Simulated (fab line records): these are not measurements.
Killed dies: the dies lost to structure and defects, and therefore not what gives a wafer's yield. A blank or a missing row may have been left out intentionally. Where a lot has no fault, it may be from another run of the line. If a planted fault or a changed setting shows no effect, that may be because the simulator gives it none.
fab line records	flow sky130
[record] lots = 24	wafers = 72	last_day = 50
route steps=708 shown VIA1@481 METAL2@500 CAPM@540 METAL4@600 CAP2M@616
lots untouched by any fault: they come from a run of this same line in which no faults occurred
start_h: start of the lot's first displayed wafer, in hours after the record's first day	wait_h: time in hours since the lot's previous step	" identical to the entry in the row above	L1.1+2: a single row standing in for several wafers	- value missing, or start not given	* or withheld: withheld	< > ~ a bound
route shown NAME@n: names a module that has steps shown in the file, with the first one's number in the route	usual: the fault-free wafers' mean and standard deviation	same: alike in all rows	chamber/n: place in a boat	sites: each site's reading	_std_site: the standard deviation of these	_edge_site: mean of outer sites minus mean of inner sites	radius_mm: how far each site lies from the wafer's centre	mask NAME#n: copy n	behind: the last tool/chamber to shape the wafer	hold: what put the lot on hold/how long, in hours/how the hold closed	device: transistor that didn't switch, given as n, p or np	end of line: the route-end tests of the same wafers	a step without rows: its recipe alone	killed: not the wafer's yield, but the dies lost to structure and defects at the first sort	map: a wafer's dies, x killed, . not, _ none there
set.NAME: the setting the step ran with; set.NAME@STEP: the setting that earlier step ran with	model.NAME: the simulator's own value behind a step, which no gauge read
a sample of lots followed through the steps of the route, with each step as a table and each wafer as a row
services: when a tool's chamber went out of use (start_h, in hours from the record's first day, below 0 if earlier), for how many hours, and the reason
[[steps]]
[step SKY_VIA1_THK_MEAS_23]
[recipe] thk_meas_gauge = xrf	reads = W_of_VIA1_CVD_21
[usual] VIA1_W_THK = 264/3.3
lot.wafer	tool	chamber	start_h	wait_h	VIA1_W_THK[nm]
L074.1	film_metro-03	-	791.53	0.1	265
L074.3	"	-	"	"	260
L074.5	"	-	"	"	266
L075.1	film_metro-01	-	806.74	0.1	269
L075.3	"	-	"	"	268
L075.4	"	-	"	"	266
L076.2	film_metro-02	-	809.56	0.1	266
L076.3	"	-	"	"	266
L076.4	"	-	"	"	261
L077.2	film_metro-02	-	817.75	0.1	265
L077.3	"	-	"	"	265
L077.5	"	-	"	"	259
L078.1	film_metro-02	-	820.29	0.1	260
L078.5	"	-	"	"	262
L078.6	"	-	"	"	268
L079.3	film_metro-03	-	841.26	0.1	266
L079.4	"	-	"	"	263
L079.5	"	-	"	"	264
L080.3	film_metro-02	-	844.61	0.1	258
L080.4	"	-	"	"	265
L080.5	"	-	"	"	260
L081.1	film_metro-03	-	845.98	0.1	265
L081.3	"	-	"	"	267
L081.5	"	-	"	"	265
L082.3	film_metro-02	-	862.87	0.1	263
L082.4	"	-	"	"	264
L082.5	"	-	"	"	263
L083.1	film_metro-01	-	866.79	0.1	271
L083.3	"	-	"	"	268
L083.4	"	-	"	"	272
L084.1	film_metro-02	-	871.49	0.1	265
L084.3	"	-	"	"	261
L084.4	"	-	"	"	267
L085.2	film_metro-01	-	875.97	0.1	263
L085.3	"	-	"	"	266
L085.5	"	-	"	"	262
L086.1	film_metro-02	-	886.01	0.1	257
L086.5	"	-	"	"	260
L086.6	"	-	"	"	259
L087.2	film_metro-01	-	898.59	0.1	264
L087.3	"	-	"	"	267
L087.5	"	-	"	"	264
L090.2	film_metro-01	-	919.85	0.1	260
L090.4	"	-	"	"	261
L090.6	"	-	"	"	260
L088.2	film_metro-03	-	923.25	0.1	266
L088.5	"	-	"	"	269
L088.6	"	-	"	"	266
L089.1	film_metro-01	-	923.50	0.1	266
L089.4	"	-	"	"	265
L089.6	"	-	"	"	265
L091.1	film_metro-01	-	951.17	0.1	268
L091.5	"	-	"	"	263
L091.6	"	-	"	"	271
L092.2	film_metro-03	-	951.42	0.1	268
L092.3	"	-	"	"	268
L092.6	"	-	"	"	267
L093.1	film_metro-02	-	952.30	0.1	265
L093.2	"	-	"	"	260
L093.6	"	-	"	"	268
L095.3	film_metro-02	-	952.81	0.1	262
L095.4	"	-	"	"	258
L095.5	"	-	"	"	260
L094.2	film_metro-03	-	955.11	0.1	269
L094.3	"	-	"	"	264
L094.5	"	-	"	"	263
L096.2	film_metro-03	-	973.74	0.1	260
L096.3	"	-	"	"	259
L096.4	"	-	"	"	263
L097.4	film_metro-02	-	978.03	0.1	261
L097.5	"	-	"	"	261
L097.6	"	-	"	"	266
[step SKY_METAL2_DESCUM_17]
[recipe] chemistry = O2	source_power_w = 150	bias_power_w = 0	pressure_mtorr = 10	temp_c = 40	time_s = 8
[usual] drypump_motor_current_A = 5.8/0.49	oes_product_au = 1.001/0.0083
lot.wafer	tool	chamber	start_h	wait_h	drypump_motor_current_A	oes_product_au	rf_hours_counter_h
L074.1	rie_metal-01	0	819.19	0.0	5.3	1.002	7
L074.3	"	0	"	"	5.3	1.002	-
L074.5	"	0	"	"	5.3	0.996	-
L075.1	rie_metal-04	1	833.69	0.0	5.2	0.998	10
L075.3	"	1	"	"	5.2	0.994	-
L075.4	"	0	"	"	5.9	1.014	-
L076.2	rie_metal-04	0	836.17	0.0	6.0	1.010	16
L076.3	"	1	"	"	5.2	0.980	-
L076.4	"	0	"	"	6.0	1.014	-
L077.2	rie_metal-03	0	844.79	0.0	6.1	1.004	9
L077.3	"	1	"	"	5.6	0.981	-
L077.5	"	1	"	"	5.6	0.999	-
L078.1	rie_metal-03	1	847.49	0.0	5.6	0.987	8
L078.5	"	1	"	"	5.6	0.994	-
L078.6	"	0	"	"	6.1	0.997	-
L079.3	rie_metal-04	0	867.38	0.0	5.9	1.010	-
L079.4	"	1	"	"	5.2	0.988	-
L079.5	"	1	"	"	5.2	0.983	-
L080.3	rie_metal-01	0	871.51	0.0	5.4	0.999	-
L080.4	"	1	"	"	6.7	0.997	-
L080.5	"	1	"	"	6.7	0.999	-
L081.1	rie_metal-03	1	872.69	0.0	5.6	0.986	9
L081.3	"	1	"	"	5.6	0.995	-
L081.5	"	0	"	"	6.1	0.996	-
L082.3	rie_metal-03	1	888.21	0.0	5.6	0.985	-
L082.4	"	0	"	"	6.1	0.989	-
L082.5	"	1	"	"	5.6	0.988	-
L083.1	rie_metal-04	1	893.49	0.0	5.2	1.007	13
L083.3	"	1	"	"	5.2	0.986	-
L083.4	"	0	"	"	5.9	1.004	-
L084.1	rie_metal-04	1	897.64	0.0	5.2	0.990	14
L084.3	"	1	"	"	5.2	0.990	-
L084.4	"	0	"	"	6.0	1.000	-
L085.2	rie_metal-03	0	902.74	0.0	6.1	1.003	12
L085.3	"	0	"	"	6.1	1.011	-
L085.5	"	1	"	"	5.6	0.993	-
L086.1	rie_metal-01	0	911.87	0.0	5.4	1.008	11
L086.5	"	1	"	"	6.7	1.007	-
L086.6	"	0	"	"	5.4	1.015	-
L087.2	rie_metal-03	0	924.57	0.0	6.1	1.016	12
L087.3	"	0	"	"	6.1	1.009	-
L087.5	"	1	"	"	5.5	1.001	-
L090.2	rie_metal-01	0	945.29	0.0	5.3	1.004	12
L090.4	"	1	"	"	6.8	1.003	-
L090.6	"	0	"	"	5.4	1.010	-
L088.2	rie_metal-03	0	948.74	0.0	6.1	1.008	13
L088.5	"	0	"	"	6.1	1.005	-
L088.6	"	1	"	"	5.6	0.999	-
L089.1	rie_metal-04	1	949.16	0.0	5.2	0.985	15
L089.4	"	0	"	"	5.9	0.994	-
L089.6	"	1	"	"	5.2	0.990	-
L091.1	rie_metal-03	1	976.07	0.0	5.6	1.008	14
L091.5	"	1	"	"	5.6	0.999	-
L091.6	"	0	"	"	6.1	1.010	-
L092.2	rie_metal-01	0	976.19	0.0	5.4	1.003	14
L092.3	"	1	"	"	6.7	0.992	-
L092.6	"	1	"	"	6.7	0.997	-
L093.1	rie_metal-03	0	977.12	0.0	6.1	1.003	15
L093.2	"	1	"	"	5.6	1.004	14
L093.6	"	1	"	"	5.6	0.997	-
L095.3	rie_metal-01	0	977.60	0.0	5.3	1.010	-
L095.4	"	1	"	"	6.8	1.003	-
L095.5	"	1	"	"	6.7	1.004	-
L094.2	rie_metal-04	1	980.67	0.0	5.2	1.001	18
L094.3	"	0	"	"	6.0	1.002	-
L094.5	"	0	"	"	6.0	1.016	-
L096.2	rie_metal-04	1	998.09	0.0	5.2	0.994	18
L096.3	"	0	"	"	5.9	1.011	-
L096.4	"	1	"	"	5.2	0.994	-
L097.4	rie_metal-04	1	1001.69	0.0	5.2	0.993	-
L097.5	"	1	"	"	5.2	1.006	-
L097.6	"	0	"	"	6.0	1.008	-
[step SKY_METAL2_ETCH_18]
[recipe] chemistry = N2/H2	target = BARC	ion_energy_ev = 200	bias_w = 100	pressure_mtorr = 30	n2_flow_sccm = 100	h2_flow_sccm = 200	icp_w = 500	stop_on = SiO2	time_s = 45.9	target_depth_a = 600
[usual] drypump_motor_current_A = 5.8/0.49	oes_product_au = 0.855/0.0045	throttle_valve_pct = 13.225/0.011
lot.wafer	tool	chamber	start_h	wait_h	drypump_motor_current_A	oes_product_au	rf_hours_counter_h	throttle_valve_pct
L074.1	rie_metal-01	0	819.22	0.0	5.4	0.859	7	13.211
L074.3	"	0	"	"	5.4	0.858	-	13.231
L074.5	"	0	"	"	5.3	0.858	-	13.220
L075.1	rie_metal-04	1	833.73	0.0	5.2	0.851	10	13.239
L075.3	"	1	"	"	5.2	0.857	-	13.233
L075.4	"	0	"	"	6.0	0.852	-	13.213
L076.2	rie_metal-04	0	836.22	0.0	5.9	0.857	16	13.218
L076.3	"	1	"	"	5.2	0.855	-	13.211
L076.4	"	0	"	"	6.0	0.857	-	13.220
L077.2	rie_metal-03	0	844.83	0.0	6.1	0.863	9	13.229
L077.3	"	1	"	"	5.6	0.862	-	13.227
L077.5	"	1	"	"	5.6	0.858	-	13.229
L078.1	rie_metal-03	1	847.52	0.0	5.6	0.854	8	13.236
L078.5	"	1	"	"	5.6	0.848	-	13.229
L078.6	"	0	"	"	6.1	0.846	-	13.225
L079.3	rie_metal-04	0	867.43	0.0	5.9	0.840	-	13.227
L079.4	"	1	"	"	5.2	0.858	-	13.212
L079.5	"	1	"	"	5.2	0.859	-	13.225
L080.3	rie_metal-01	0	871.55	0.0	5.4	0.852	-	13.236
L080.4	"	1	"	"	6.8	0.857	-	13.232
L080.5	"	1	"	"	6.8	0.851	-	13.211
L081.1	rie_metal-03	1	872.73	0.0	5.6	0.857	9	13.222
L081.3	"	1	"	"	5.6	0.854	-	13.250
L081.5	"	0	"	"	6.1	0.850	-	13.213
L082.3	rie_metal-03	1	888.25	0.0	5.6	0.861	-	13.246
L082.4	"	0	"	"	6.1	0.860	-	13.234
L082.5	"	1	"	"	5.6	0.862	-	13.227
L083.1	rie_metal-04	1	893.52	0.0	5.2	0.851	13	13.219
L083.3	"	1	"	"	5.2	0.853	-	13.240
L083.4	"	0	"	"	5.9	0.861	-	13.220
L084.1	rie_metal-04	1	897.68	0.0	5.2	0.850	14	13.225
L084.3	"	1	"	"	5.2	0.852	-	13.208
L084.4	"	0	"	"	5.9	0.856	-	13.220
L085.2	rie_metal-03	0	902.77	0.0	6.1	0.847	12	13.227
L085.3	"	0	"	"	6.1	0.855	-	13.217
L085.5	"	1	"	"	5.6	0.853	-	13.235
L086.1	rie_metal-01	0	911.91	0.0	5.3	0.856	11	13.214
L086.5	"	1	"	"	6.8	0.856	-	13.235
L086.6	"	0	"	"	5.4	0.856	-	13.229
L087.2	rie_metal-03	0	924.61	0.0	6.1	0.850	12	13.222
L087.3	"	0	"	"	6.1	0.854	-	13.206
L087.5	"	1	"	"	5.6	0.846	-	13.219
L090.2	rie_metal-01	0	945.33	0.0	5.4	0.849	12	13.221
L090.4	"	1	"	"	6.8	0.852	-	13.232
L090.6	"	0	"	"	5.4	0.854	-	13.229
L088.2	rie_metal-03	0	948.78	0.0	6.1	0.855	13	13.207
L088.5	"	0	"	"	6.1	0.857	-	13.228
L088.6	"	1	"	"	5.6	0.853	-	13.223
L089.1	rie_metal-04	1	949.19	0.0	5.2	0.844	15	13.208
L089.4	"	0	"	"	6.0	0.855	-	13.216
L089.6	"	1	"	"	5.2	0.855	-	13.224
L091.1	rie_metal-03	1	976.11	0.0	5.6	0.853	14	13.214
L091.5	"	1	"	"	5.6	0.851	-	13.234
L091.6	"	0	"	"	6.1	0.850	-	13.229
L092.2	rie_metal-01	0	976.23	0.0	5.3	0.856	14	13.215
L092.3	"	1	"	"	6.8	0.858	-	13.210
L092.6	"	1	"	"	6.8	0.860	-	13.219
L093.1	rie_metal-03	0	977.16	0.0	6.1	0.852	15	13.223
L093.2	"	1	"	"	5.6	0.850	14	13.217
L093.6	"	1	"	"	5.6	0.852	-	13.250
L095.3	rie_metal-01	0	977.64	0.0	5.3	0.852	-	13.231
L095.4	"	1	"	"	6.8	0.854	-	13.239
L095.5	"	1	"	"	6.8	0.863	-	13.217
L094.2	rie_metal-04	1	980.71	0.0	5.2	0.857	18	13.222
L094.3	"	0	"	"	6.0	0.854	-	13.222
L094.5	"	0	"	"	6.0	0.856	-	13.213
L096.2	rie_metal-04	1	998.12	0.0	5.2	0.860	18	13.224
L096.3	"	0	"	"	6.0	0.859	-	13.229
L096.4	"	1	"	"	5.2	0.852	-	13.231
L097.4	rie_metal-04	1	1001.73	0.0	5.2	0.856	-	13.211
L097.5	"	1	"	"	5.2	0.859	-	13.221
L097.6	"	0	"	"	6.0	0.848	-	13.219
[step SKY_CAPM_RS_MEAS_03]
[recipe] thk_meas_gauge = four-point-probe	reads = TiN_of_CAPM_SPUTTER_02
[usual] CAPM_TIN_RS = 6.89/0.068
lot.wafer	tool	chamber	start_h	wait_h	CAPM_TIN_RS[ohm/sq]
L074.1	film_metro-01	-	848.78	0.1	6.89
L074.3	"	-	"	"	6.85
L074.5	"	-	"	"	6.84
L075.1	film_metro-03	-	862.99	0.1	6.87
L075.3	"	-	"	"	6.81
L075.4	"	-	"	"	6.86
L076.2	film_metro-01	-	865.41	0.1	6.88
L076.3	"	-	"	"	6.89
L076.4	"	-	"	"	6.90
L077.2	film_metro-04	-	873.97	0.1	6.93
L077.3	"	-	"	"	6.97
L077.5	"	-	"	"	6.91
L078.1	film_metro-01	-	876.56	0.1	6.90
L078.5	"	-	"	"	6.94
L078.6	"	-	"	"	6.88
L079.3	film_metro-01	-	896.07	0.1	7.00
L079.4	"	-	"	"	7.03
L079.5	"	-	"	"	6.99
L080.3	film_metro-04	-	900.42	0.1	6.99
L080.4	"	-	"	"	6.95
L080.5	"	-	"	"	7.01
L081.1	film_metro-03	-	902.23	0.1	6.73
L081.3	"	-	"	"	6.66
L081.5	"	-	"	"	6.71
L082.3	film_metro-01	-	916.99	0.1	6.94
L082.4	"	-	"	"	6.94
L082.5	"	-	"	"	6.87
L083.1	film_metro-03	-	922.03	0.1	6.77
L083.3	"	-	"	"	6.84
L083.4	"	-	"	"	6.84
L084.1	film_metro-03	-	926.00	0.1	6.95
L084.3	"	-	"	"	6.89
L084.4	"	-	"	"	6.81
L085.2	film_metro-01	-	931.44	0.1	6.91
L085.3	"	-	"	"	6.87
L085.5	"	-	"	"	6.95
L086.1	film_metro-03	-	942.66	0.1	6.87
L086.5	"	-	"	"	6.80
L086.6	"	-	"	"	6.86
L087.2	film_metro-04	-	952.28	0.1	6.92
L087.3	"	-	"	"	6.94
L087.5	"	-	"	"	6.96
L090.2	film_metro-03	-	973.04	0.1	6.89
L090.4	"	-	"	"	6.91
L090.6	"	-	"	"	6.94
L088.2	film_metro-04	-	975.93	0.1	6.94
L088.5	"	-	"	"	6.97
L088.6	"	-	"	"	6.98
L089.1	film_metro-01	-	976.16	0.1	6.85
L089.4	"	-	"	"	6.88
L089.6	"	-	"	"	6.85
L091.1	film_metro-04	-	1003.40	0.1	6.98
L091.5	"	-	"	"	7.00
L091.6	"	-	"	"	6.97
L092.2	film_metro-04	-	1003.99	0.1	6.85
L092.3	"	-	"	"	6.89
L092.6	"	-	"	"	6.91
L093.1	film_metro-03	-	1004.34	0.1	6.82
L093.2	"	-	"	"	6.81
L093.6	"	-	"	"	6.79
L095.3	film_metro-04	-	1005.29	0.1	6.89
L095.4	"	-	"	"	6.92
L095.5	"	-	"	"	6.97
L094.2	film_metro-04	-	1007.91	0.1	6.84
L094.3	"	-	"	"	6.91
L094.5	"	-	"	"	6.88
L096.2	film_metro-01	-	1024.12	0.1	6.81
L096.3	"	-	"	"	6.85
L096.4	"	-	"	"	6.88
L097.4	film_metro-01	-	1028.57	0.1	6.89
L097.5	"	-	"	"	6.93
L097.6	"	-	"	"	6.93
[step SKY_METAL4_SPUTTER_02]
[recipe] material = AlCu	target_thk_nm = 735	power_w = 10600	time_s = 39.1	chamber_pressure_pa = 0.4098
[usual] throttle_valve_pct = 29.6/1.1
lot.wafer	tool	chamber	start_h	wait_h	throttle_valve_pct
L074.1	pvd_sputter-02	-	928.88	0.0	30.1
L074.3	"	-	"	"	28.5
L074.5	"	-	"	"	28.4
L075.1	pvd_sputter-02	-	942.25	0.0	30.3
L075.3	"	-	"	"	28.2
L075.4	"	-	"	"	28.2
L076.2	pvd_sputter-04	-	944.87	0.0	31.3
L076.3	"	-	"	"	28.9
L076.4	"	-	"	"	29.9
L077.2	pvd_sputter-02	-	953.88	0.0	30.6
L077.3	"	-	"	"	30.2
L077.5	"	-	"	"	30.1
L078.1	pvd_sputter-01	-	956.11	0.0	28.5
L078.5	"	-	"	"	28.8
L078.6	"	-	"	"	28.4
L079.3	pvd_sputter-01	-	973.83	0.0	31.0
L079.4	"	-	"	"	28.4
L079.5	"	-	"	"	28.5
L080.3	pvd_sputter-01	-	978.46	0.0	28.6
L080.4	"	-	"	"	30.9
L080.5	"	-	"	"	28.6
L081.1	pvd_sputter-04	-	980.95	0.0	30.7
L081.3	"	-	"	"	29.9
L081.5	"	-	"	"	30.9
L082.3	pvd_sputter-04	-	992.11	0.0	30.8
L082.4	"	-	"	"	28.9
L082.5	"	-	"	"	30.2
L083.1	pvd_sputter-02	-	999.20	0.0	28.6
L083.3	"	-	"	"	30.3
L083.4	"	-	"	"	28.4
L084.1	pvd_sputter-02	-	1001.78	0.0	28.1
L084.3	"	-	"	"	30.8
L084.4	"	-	"	"	28.3
L085.2	pvd_sputter-02	-	1008.40	0.0	30.7
L085.3	"	-	"	"	30.3
L085.5	"	-	"	"	29.9
L086.1	pvd_sputter-04	-	1014.50	0.0	29.8
L086.5	"	-	"	"	29.8
L086.6	"	-	"	"	31.3
L087.2	pvd_sputter-02	-	1027.76	0.0	30.2
L087.3	"	-	"	"	28.5
L087.5	"	-	"	"	28.2
L090.2	pvd_sputter-02	-	1044.38	0.0	29.9
L090.4	"	-	"	"	30.7
L090.6	"	-	"	"	30.9
L088.2	pvd_sputter-02	-	1048.74	0.0	30.6
L088.5	"	-	"	"	28.4
L088.6	"	-	"	"	30.2
L089.1	pvd_sputter-04	-	1050.32	0.0	31.3
L089.4	"	-	"	"	28.9
L089.6	"	-	"	"	30.7
L091.1	pvd_sputter-02	-	1074.45	0.0	28.2
L091.5	"	-	"	"	28.1
L091.6	"	-	"	"	30.6
L092.2	pvd_sputter-04	-	1075.26	0.0	31.2
L092.3	"	-	"	"	29.1
L092.6	"	-	"	"	28.9
L093.1	pvd_sputter-04	-	1075.56	0.0	28.6
L093.2	"	-	"	"	29.9
L093.6	"	-	"	"	28.9
L095.3	pvd_sputter-01	-	1076.93	0.0	28.7
L095.4	"	-	"	"	29.0
L095.5	"	-	"	"	28.7
L094.2	pvd_sputter-02	-	1078.71	0.0	28.6
L094.3	"	-	"	"	30.0
L094.5	"	-	"	"	28.1
L096.2	pvd_sputter-02	-	1093.84	0.0	28.4
L096.3	"	-	"	"	30.3
L096.4	"	-	"	"	28.5
L097.4	pvd_sputter-02	-	1098.77	0.0	30.4
L097.5	"	-	"	"	28.4
L097.6	"	-	"	"	30.8
[step SKY_CAP2M_METAL_ETCH_13]
[recipe] target_depth_nm = 220	stop_on = SiO2	chemistry = Cl2/BCl3	target = TiN	pressure_mtorr = 10	icp_w = 900	bias_w = 48.5	Cl2_flow_sccm = 60	bcl3_flow_sccm = 30	time_s = 62.9
[usual] drypump_motor_current_A = 5.9/0.54	oes_product_au = 0.939/0.0076	throttle_valve_pct = 21.903/0.0093
lot.wafer	tool	chamber	start_h	wait_h	drypump_motor_current_A	oes_product_au	rf_hours_counter_h	throttle_valve_pct
L074.1	rie_metal-01	0	953.92	0.0	5.4	0.937	13	21.916
L074.3	"	1	"	"	6.7	0.929	-	21.904
L074.5	"	0	"	"	5.4	0.942	-	21.884
L075.1	rie_metal-02	0	965.52	0.0	6.0	0.950	10	21.894
L075.3	"	0	"	"	6.0	0.954	-	21.900
L075.4	"	1	"	"	5.4	0.941	-	21.909
L076.2	rie_metal-02	1	968.60	0.0	5.4	0.938	2	21.905
L076.3	"	0	"	"	6.0	0.933	-	21.891
L076.4	"	1	"	"	5.4	0.945	-	21.893
L077.2	rie_metal-02	1	977.90	0.0	5.4	0.930	3	21.901
L077.3	"	0	"	"	6.0	0.934	-	21.879
L077.5	"	0	"	"	6.0	0.938	-	21.889
L078.1	rie_metal-01	0	981.12	0.0	5.3	0.935	15	21.902
L078.5	"	1	"	"	6.7	0.945	-	21.887
L078.6	"	0	"	"	5.3	0.938	-	21.906
L079.3	rie_metal-03	1	997.63	0.0	5.6	0.939	-	21.894
L079.4	"	0	"	"	6.1	0.940	-	21.905
L079.5	"	0	"	"	6.1	0.946	-	21.892
L080.3	rie_metal-01	0	1001.75	0.0	5.4	0.933	-	21.904
L080.4	"	1	"	"	6.8	0.932	-	21.903
L080.5	"	0	"	"	5.4	0.933	-	21.897
L081.1	rie_metal-02	1	1004.78	0.0	5.4	0.936	4	21.893
L081.3	"	0	"	"	6.0	0.928	-	21.911
L081.5	"	1	"	"	5.4	0.934	-	21.907
L082.3	rie_metal-01	0	1014.70	0.0	5.4	0.946	-	21.902
L082.4	"	1	"	"	6.8	0.938	-	21.910
L082.5	"	1	"	"	6.8	0.955	-	21.888
L083.1	rie_metal-02	0	1022.53	0.0	6.0	0.932	13	21.902
L083.3	"	0	"	"	5.9	0.932	-	21.910
L083.4	"	1	"	"	5.4	0.931	-	21.900
L084.1	rie_metal-02	0	1024.92	0.0	5.9	0.929	13	21.905
L084.3	"	1	"	"	5.4	0.932	-	21.913
L084.4	"	0	"	"	5.9	0.915	-	21.897
L085.2	rie_metal-01	0	1030.80	0.0	5.4	0.940	17	21.889
L085.3	"	0	"	"	5.4	0.951	-	21.895
L085.5	"	1	"	"	6.8	0.944	-	21.895
L086.1	rie_metal-03	1	1036.05	0.0	5.6	0.933	18	21.897
L086.5	"	0	"	"	6.1	0.946	-	21.923
L086.6	"	1	"	"	5.6	0.928	-	21.905
L087.2	rie_metal-01	0	1050.77	0.0	5.3	0.939	19	21.902
L087.3	"	0	"	"	5.4	0.955	-	21.896
L087.5	"	1	"	"	6.7	0.940	-	21.908
L090.2	rie_metal-01	1	1065.61	0.0	6.7	0.943	19	21.911
L090.4	"	1	"	"	6.8	0.948	-	21.899
L090.6	"	0	"	"	5.4	0.945	-	21.888
L088.2	rie_metal-01	0	1070.46	0.0	5.3	0.948	21	21.885
L088.5	"	0	"	"	5.3	0.941	-	21.899
L088.6	"	1	"	"	6.8	0.948	-	21.907
L089.1	rie_metal-01	1	1071.86	0.0	6.8	0.943	19	21.901
L089.4	"	1	"	"	6.7	0.941	-	21.903
L089.6	"	1	"	"	6.8	0.946	-	21.889
L091.1	rie_metal-02	1	1095.32	0.0	5.4	0.939	11	21.903
L091.5	"	1	"	"	5.4	0.939	-	21.898
L091.6	"	0	"	"	5.9	0.937	-	21.898
L092.2	rie_metal-01	0	1096.32	0.0	5.3	0.935	23	21.907
L092.3	"	1	"	"	6.7	0.937	-	21.894
L092.6	"	0	"	"	5.3	0.938	-	21.900
L093.1	rie_metal-03	0	1096.62	0.0	6.1	0.946	21	21.886
L093.2	"	1	"	"	5.6	0.944	19	21.899
L093.6	"	0	"	"	6.1	0.947	-	21.901
L095.3	rie_metal-03	0	1097.55	0.0	6.1	0.923	-	21.903
L095.4	"	1	"	"	5.6	0.916	-	21.914
L095.5	"	0	"	"	6.1	0.929	-	21.906
L094.2	rie_metal-02	0	1099.51	0.0	6.0	0.935	20	21.917
L094.3	"	1	"	"	5.4	0.939	-	21.920
L094.5	"	1	"	"	5.4	0.947	-	21.893
L096.2	rie_metal-03	1	1112.76	0.0	5.6	0.933	20	21.907
L096.3	"	0	"	"	6.1	0.946	-	21.911
L096.4	"	1	"	"	5.6	0.947	-	21.905
L097.4	rie_metal-01	0	1118.35	0.0	5.3	0.941	-	21.909
L097.5	"	0	"	"	5.4	0.934	-	21.901
L097.6	"	1	"	"	6.7	0.936	-	21.905
[[services]]
tool	chamber	start_h	hours	kind
rie_metal-02	-	805.05	1.4	pm
rie_metal-04	-	821.47	4.0	pm
pvd_sputter-04	-	827.77	0.7	repair
rie_metal-03	-	843.08	1.7	repair
rie_metal-01	1	843.88	13.7	repair
pvd_sputter-02	0	846.71	-	consumable_replace:kit
pvd_sputter-02	0	846.71	18.0	scheduled_down
pvd_sputter-02	0	846.71	18.0	vent_cycle
pvd_sputter-02	-	850.71	7.7	repair
pvd_sputter-04	-	851.90	3.4	repair
rie_metal-04	0	868.21	-	clean
rie_metal-04	0	868.21	22.5	scheduled_down
rie_metal-04	0	868.21	22.5	vent_cycle
pvd_sputter-04	-	930.40	5.9	repair
pvd_sputter-02	3	979.60	-	consumable_replace:kit
pvd_sputter-02	3	979.60	18.0	scheduled_down
pvd_sputter-02	3	979.60	18.0	vent_cycle
pvd_sputter-02	-	986.64	3.1	repair
rie_metal-04	-	1028.83	28.1	pm
rie_metal-03	-	1046.07	28.1	pm
pvd_sputter-01	-	1049.50	9.5	repair
pvd_sputter-01	-	1052.49	3.2	repair
pvd_sputter-04	-	1078.37	1.7	repair
pvd_sputter-04	-	1093.93	3.8	repair
[[key]]
fault none
